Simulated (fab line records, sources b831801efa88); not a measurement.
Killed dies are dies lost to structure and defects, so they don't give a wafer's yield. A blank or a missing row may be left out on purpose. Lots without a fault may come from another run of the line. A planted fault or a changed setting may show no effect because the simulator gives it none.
Which tool did it? | flow gf180mcu | 14 lots, 42 wafers sampled, at 5 steps of a route of 602

WHAT THE GAUGES READ, wafer by wafer
GF_VT_IMPLANT_TW_MEAS_10.
lot  | measured     | on            | VT_IMPLANT_TW
L179 | day 5 18:13  | film_metro-04 | 556 554 554
L180 | day 6 00:23  | film_metro-02 | 565 565 562
L181 | day 6 04:26  | film_metro-04 | 558 559 560
L182 | day 6 10:07  | film_metro-03 | 688 692 693
L183 | day 6 15:29  | film_metro-03 | 553 554 555
L184 | day 6 21:34  | film_metro-04 | 558 562 557
L186 | day 7 12:53  | film_metro-02 | 558 557 561
L191 | day 8 17:00  | film_metro-02 | 693 696 695
L192 | day 9 00:07  | film_metro-03 | 552 551 554
L197 | day 10 06:44 | film_metro-04 | 555 558 555
L198 | day 10 14:41 | film_metro-02 | 561 563 563
L199 | day 10 21:16 | film_metro-04 | 554 552 556
L200 | day 11 00:40 | film_metro-02 | 563 562 562
L201 | day 11 08:32 | film_metro-02 | 568 565 567

GF_HV_LDD_CD_MEAS_31: target cd 400 nm.
lot  | measured     | on        | cd_nm (nm)
L179 | day 11 19:55 | cd_sem-02 | 404.7 402.8 403.6
L180 | day 12 00:01 | cd_sem-02 | 402.0 403.4 401.1
L181 | day 12 07:04 | cd_sem-01 | 404.7 402.3 402.1
L182 | day 12 14:53 | cd_sem-01 | 402.4 402.8 402.6
L183 | day 12 20:01 | cd_sem-01 | 401.8 400.8 401.6
L184 | day 13 03:38 | cd_sem-02 | 403.9 401.9 402.1
L186 | day 13 23:46 | cd_sem-01 | 401.6 400.1 402.6
L191 | day 15 11:34 | cd_sem-02 | 401.8 402.3 403.7
L192 | day 15 20:53 | cd_sem-01 | 401.1 399.1 398.2
L197 | day 17 14:41 | cd_sem-01 | 398.7 400.7 399.3
L198 | day 17 22:38 | cd_sem-01 | 404.8 402.4 400.9
L199 | day 18 08:43 | cd_sem-02 | 400.6 399.3 398.8
L200 | day 18 17:49 | cd_sem-01 | 404.4 404.7 402.2
L201 | day 18 20:59 | cd_sem-01 | 402.0 402.2 402.5

GF_SALICIDE_RS_MEAS_04: measures by four-point-probe.
lot  | measured     | on            | SALICIDE_TIN_RS (ohm/sq)
L179 | day 15 09:51 | film_metro-01 | 16.11 16.02 16.22
L180 | day 15 15:24 | film_metro-03 | 16.63 16.28 16.53
L181 | day 15 22:01 | film_metro-01 | 15.88 15.79 15.86
L182 | day 16 07:40 | film_metro-01 | 16.42 16.44 16.51
L183 | day 16 12:13 | film_metro-02 | 16.44 16.31 16.44
L184 | day 17 00:09 | film_metro-02 | 16.47 16.59 16.36
L186 | day 17 22:12 | film_metro-02 | 16.28 16.04 16.14
L191 | day 19 14:31 | film_metro-03 | 16.13 16.49 16.23
L192 | day 19 23:56 | film_metro-02 | 16.51 16.52 16.57
L197 | day 21 19:59 | film_metro-02 | 15.95 15.81 16.15
L198 | day 22 04:54 | film_metro-03 | 15.84 15.73 16.02
L199 | day 22 13:08 | film_metro-02 | 16.05 16.02 15.94
L200 | day 22 23:32 | film_metro-02 | 16.32 16.25 16.51
L201 | day 23 01:26 | film_metro-02 | 15.93 16.47 16.50

GF_CONTACT_THK_MEAS_26: measures by xrf.
lot  | measured     | on            | CONTACT_W_THK (nm)
L179 | day 16 10:14 | film_metro-01 | 301 307 300
L180 | day 16 15:06 | film_metro-04 | 294 298 294
L181 | day 16 22:30 | film_metro-01 | 300 308 300
L182 | day 17 08:37 | film_metro-01 | 296 298 300
L183 | day 17 12:46 | film_metro-04 | 298 296 298
L184 | day 18 01:28 | film_metro-02 | 304 295 306
L186 | day 19 00:13 | film_metro-02 | 292 294 294
L191 | day 20 17:25 | film_metro-04 | 304 298 301
L192 | day 21 01:50 | film_metro-04 | 302 306 300
L197 | day 22 21:30 | film_metro-01 | 300 295 295
L198 | day 23 05:47 | film_metro-02 | 298 298 298
L199 | day 23 14:05 | film_metro-04 | 292 297 294
L200 | day 24 00:11 | film_metro-02 | 300 303 298
L201 | day 24 02:21 | film_metro-02 | 301 298 301

WHICH TOOL RAN EACH LOT (tool, then ch and the chambers of the sampled wafers, then the start)
lot  | GF_VT_IMPLANT_IMPLANT_08
L179 | implanter-04 ch 0, day 5 17:58
L180 | implanter-04 ch 0, day 6 00:08
L181 | implanter-01 ch 0, day 6 04:11
L182 | implanter-01 ch 0, day 6 09:31
L183 | implanter-04 ch 0, day 6 15:14
L184 | implanter-02 ch 0, day 6 21:21
L186 | implanter-02 ch 0, day 7 12:38
L191 | implanter-04 ch 0, day 8 16:26
L192 | implanter-01 ch 0, day 8 23:53
L197 | implanter-02 ch 0, day 10 06:30
L198 | implanter-04 ch 0, day 10 14:27
L199 | implanter-01 ch 0, day 10 21:01
L200 | implanter-04 ch 0, day 11 00:28
L201 | implanter-01 ch 0, day 11 08:18
- GF_VT_IMPLANT_IMPLANT_08

WHAT THE TOOLS THEMSELVES READ (means of the sampled wafers that have a number; where no wafer has one, the mark that the record gives instead)
The record holds no such reading with a usual standard deviation.

THE ANSWER, worked out from the rows above alone
Rule: what is usual is taken from the lots themselves. Put in order of their means at a reading, lots are off if they are a third of the lots or fewer, leave a main group of 4 or more, and stand apart from it by a gap of 3 or more times the standard deviation of the main group's means; of several such gaps the widest counts. A main group whose means are all the same, to the digits that the tables above print for the reading, isn't used. A lot without any number at a reading at which 4 lots or more have one is off too. The other lots that the step has rows for count as sound. The gauges are gone through in route order, then the tools' own readings, and for those a lot's mean is taken as printed above. The first step at which some lot is off is used, and at that step the reading that is off furthest; a lot without a number counts as furthest.
Off: L182, L191, at GF_VT_IMPLANT_TW_MEAS_10 (VT_IMPLANT_TW). The main group: mean 559, standard deviation 4.3.
A tool fits if, at a process step before that reading, it ran every lot that is off, and no sound lot after the first of them. The gauges at GF_VT_IMPLANT_TW_MEAS_10 are tried like those tools. None of those tried fits.

WHAT THE SIMULATOR HAD PUT IN
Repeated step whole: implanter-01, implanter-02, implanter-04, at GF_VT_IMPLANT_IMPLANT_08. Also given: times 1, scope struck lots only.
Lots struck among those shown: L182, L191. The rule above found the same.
